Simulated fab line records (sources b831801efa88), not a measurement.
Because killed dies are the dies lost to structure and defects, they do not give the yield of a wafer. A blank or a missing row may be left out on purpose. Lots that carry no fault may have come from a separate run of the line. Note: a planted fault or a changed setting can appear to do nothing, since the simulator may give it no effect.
The tool behind it: which one? :: flow sfq_line :: 15 lots, 43 wafers sampled, at 2 steps of a route of 325

WHAT THE GAUGES READ, wafer by wafer
The record holds no reading of a measuring or inspecting step that can be judged against a usual standard deviation.

WHAT TOOL EACH LOT RAN ON (gives the tool, then ch and the chambers of the sampled wafers, and finally the start)
lot: L805
SFQ_TRILAYER_I1_DEP_PECVD_045: pecvd-04 ch 0,1,2, day 23 00:04
SFQ_TRILAYER_I1_CMP_CMP_046: cmp-02 ch 1,2,3, day 23 04:20

lot: L807
SFQ_TRILAYER_I1_DEP_PECVD_045: pecvd-02 ch 0,1,2, day 23 09:40
SFQ_TRILAYER_I1_CMP_CMP_046: cmp-02 ch 0,1, day 23 10:20

lot: L808
SFQ_TRILAYER_I1_DEP_PECVD_045: pecvd-04 ch 0,2, day 23 19:16
SFQ_TRILAYER_I1_CMP_CMP_046: cmp-02 ch 0,1,3, day 23 20:20

lot: L809
SFQ_TRILAYER_I1_DEP_PECVD_045: pecvd-02 ch 0,1, day 24 13:23
SFQ_TRILAYER_I1_CMP_CMP_046: cmp-02 ch 0,1,3, day 24 14:34

lot: L810
SFQ_TRILAYER_I1_DEP_PECVD_045: pecvd-01 ch 0,1,2, day 25 02:50
SFQ_TRILAYER_I1_CMP_CMP_046: cmp-02 ch 0,1,2, day 25 08:34

lot: L811
SFQ_TRILAYER_I1_DEP_PECVD_045: pecvd-02 ch 0,1, day 25 08:50
SFQ_TRILAYER_I1_CMP_CMP_046: cmp-02 ch 0,3, day 25 11:04

lot: L812
SFQ_TRILAYER_I1_DEP_PECVD_045: pecvd-04 ch 0,1,2, day 25 23:14
SFQ_TRILAYER_I1_CMP_CMP_046: cmp-02 ch 0,1,2, day 26 06:17

lot: L813
SFQ_TRILAYER_I1_DEP_PECVD_045: pecvd-02 ch 1,2, day 26 02:50
SFQ_TRILAYER_I1_CMP_CMP_046: cmp-02 ch 0,2,3, day 26 08:47

lot: L814
SFQ_TRILAYER_I1_DEP_PECVD_045: pecvd-04 ch 0,1, day 26 09:29
SFQ_TRILAYER_I1_CMP_CMP_046: cmp-02 ch 2,3, day 26 11:47

lot: L816
SFQ_TRILAYER_I1_DEP_PECVD_045: pecvd-04 ch 0,2, day 26 18:01
SFQ_TRILAYER_I1_CMP_CMP_046: cmp-01 ch 0,1,3, day 26 19:05

lot: L818
SFQ_TRILAYER_I1_DEP_PECVD_045: pecvd-04 ch 0,2, day 26 20:27
SFQ_TRILAYER_I1_CMP_CMP_046: cmp-01 ch 0,1, day 27 01:05

lot: L821
SFQ_TRILAYER_I1_DEP_PECVD_045: pecvd-04 ch 0,2, day 27 06:55
SFQ_TRILAYER_I1_CMP_CMP_046: cmp-01 ch 1,3, day 27 09:35

lot: L824
SFQ_TRILAYER_I1_DEP_PECVD_045: pecvd-04 ch 0,2, day 27 10:34
SFQ_TRILAYER_I1_CMP_CMP_046: cmp-02 ch 0,1, day 27 13:39

lot: L826
SFQ_TRILAYER_I1_DEP_PECVD_045: pecvd-01 ch 0,1, day 27 12:08
SFQ_TRILAYER_I1_CMP_CMP_046: cmp-02 ch 0,1,3, day 27 15:39

lot: L828
SFQ_TRILAYER_I1_DEP_PECVD_045: pecvd-02 ch 0,1,2, day 27 18:55
SFQ_TRILAYER_I1_CMP_CMP_046: cmp-01 ch 0,3, day 27 21:05
- SFQ_TRILAYER_I1_DEP_PECVD_045: deposits SiO2 from SiH4/N2O, time 111.11 s, target thk 500 nm.
- SFQ_TRILAYER_I1_CMP_CMP_046: polishes SiO2.

AS READ BY THE TOOLS THEMSELVES (means over the sampled wafers that have a number; for cases with no such wafer, the mark the record gives instead)
SFQ_TRILAYER_I1_DEP_PECVD_045. Usual: heater_power_w 76 W, standard deviation 14; run_length_s 139.1 s, standard deviation 0.57; throttle_valve_pct 25.0 %, standard deviation 1.7.
lot: L805
tool: pecvd-04
heater_power_w (W): 71
run_length_s (s): 138.8
throttle_valve_pct (%): 25.7
flag: 

lot: L807
tool: pecvd-02
heater_power_w (W): 76
run_length_s (s): 139.0
throttle_valve_pct (%): 25.7
flag: 

lot: L808
tool: pecvd-04
heater_power_w (W): 68
run_length_s (s): 139.3
throttle_valve_pct (%): 25.9
flag: 

lot: L809
tool: pecvd-02
heater_power_w (W): 77
run_length_s (s): 138.8
throttle_valve_pct (%): 24.8
flag: 

lot: L810
tool: pecvd-01
heater_power_w (W): 82
run_length_s (s): 139.6
throttle_valve_pct (%): 25.9
flag: 

lot: L811
tool: pecvd-02
heater_power_w (W): 75
run_length_s (s): 138.7
throttle_valve_pct (%): 25.0
flag: 

lot: L812
tool: pecvd-04
heater_power_w (W): 66
run_length_s (s): 139.0
throttle_valve_pct (%): 22.8
flag: 

lot: L813
tool: pecvd-02
heater_power_w (W): 83
run_length_s (s): 139.4
throttle_valve_pct (%): 25.3
flag: 

lot: L814
tool: pecvd-04
heater_power_w (W): 68
run_length_s (s): 139.4
throttle_valve_pct (%): 22.6
flag: 

lot: L816
tool: pecvd-04
heater_power_w (W): 76
run_length_s (s): 138.6
throttle_valve_pct (%): 22.4
flag: 

lot: L818
tool: pecvd-04
heater_power_w (W): 78
run_length_s (s): 142.9
throttle_valve_pct (%): 22.2
flag: OFF

lot: L821
tool: pecvd-04
heater_power_w (W): 74
run_length_s (s): 141.1
throttle_valve_pct (%): 22.4
flag: OFF

lot: L824
tool: pecvd-04
heater_power_w (W): 72
run_length_s (s): 142.6
throttle_valve_pct (%): 22.2
flag: OFF

lot: L826
tool: pecvd-01
heater_power_w (W): 101
run_length_s (s): 139.5
throttle_valve_pct (%): 25.5
flag: 

lot: L828
tool: pecvd-02
heater_power_w (W): 76
run_length_s (s): 139.0
throttle_valve_pct (%): 25.9
flag: 

SFQ_TRILAYER_I1_CMP_CMP_046. Usual: motor_current_A 10.4 A, standard deviation 1.4; time_to_endpoint_s 215 s, standard deviation 7.7.
lot: L805
tool: cmp-02
motor_current_A (A): 11.3
time_to_endpoint_s (s): 216
flag: 

lot: L807
tool: cmp-02
motor_current_A (A): 10.2
time_to_endpoint_s (s): 221
flag: 

lot: L808
tool: cmp-02
motor_current_A (A): 10.7
time_to_endpoint_s (s): 214
flag: 

lot: L809
tool: cmp-02
motor_current_A (A): 10.6
time_to_endpoint_s (s): 225
flag: 

lot: L810
tool: cmp-02
motor_current_A (A): 10.8
time_to_endpoint_s (s): 217
flag: 

lot: L811
tool: cmp-02
motor_current_A (A): 9.3
time_to_endpoint_s (s): 216
flag: 

lot: L812
tool: cmp-02
motor_current_A (A): 10.9
time_to_endpoint_s (s): 224
flag: 

lot: L813
tool: cmp-02
motor_current_A (A): 9.5
time_to_endpoint_s (s): 214
flag: 

lot: L814
tool: cmp-02
motor_current_A (A): 9.9
time_to_endpoint_s (s): 218
flag: 

lot: L816
tool: cmp-01
motor_current_A (A): 10.0
time_to_endpoint_s (s): 208
flag: 

lot: L818
tool: cmp-01
motor_current_A (A): 10.4
time_to_endpoint_s (s): 226
flag: 

lot: L821
tool: cmp-01
motor_current_A (A): 10.4
time_to_endpoint_s (s): 215
flag: 

lot: L824
tool: cmp-02
motor_current_A (A): 11.2
time_to_endpoint_s (s): 232
flag: 

lot: L826
tool: cmp-02
motor_current_A (A): 11.1
time_to_endpoint_s (s): 208
flag: 

lot: L828
tool: cmp-01
motor_current_A (A): 9.6
time_to_endpoint_s (s): 210
flag: 

THE ANSWER, worked out from the rows above alone
Rule: lot off if the mean of its wafers having a number is beyond 3 standard deviations from the usual mean. A lot without any number at a reading at which 4 lots or more have one is off too. Where the step has rows for the other lots, those lots are counted as sound. First the gauges in route order, then the tools' own readings, where a lot's mean is used as printed above. The first step at which some lot is off is used, and at that step the reading that is off furthest; a lot without a number counts as furthest.
Off, at SFQ_TRILAYER_I1_DEP_PECVD_045 on run_length_s: L818, L821, L824.
If a tool, at that step or one of the process steps before it, ran each lot that is off and ran no sound lot following the first of them, it fits. One candidate fits, namely pecvd-04 at SFQ_TRILAYER_I1_DEP_PECVD_045. Its last sound lot is L816 (day 26 18:01), its first lot that is off L818 (day 26 20:27): a fault that began between those two fits.
On the lots that are off, the tool's own readings at SFQ_TRILAYER_I1_DEP_PECVD_045 differ by more than 5 times the standard deviation of the sound lots' means, which bears it out; run_length_s reads 142.2 s there versus 139.1 s on the sound lots.

WHAT THE SIMULATOR PUT IN
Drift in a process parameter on pecvd-04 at SFQ_TRILAYER_I1_DEP_PECVD_045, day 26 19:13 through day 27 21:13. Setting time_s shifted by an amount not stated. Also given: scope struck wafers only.
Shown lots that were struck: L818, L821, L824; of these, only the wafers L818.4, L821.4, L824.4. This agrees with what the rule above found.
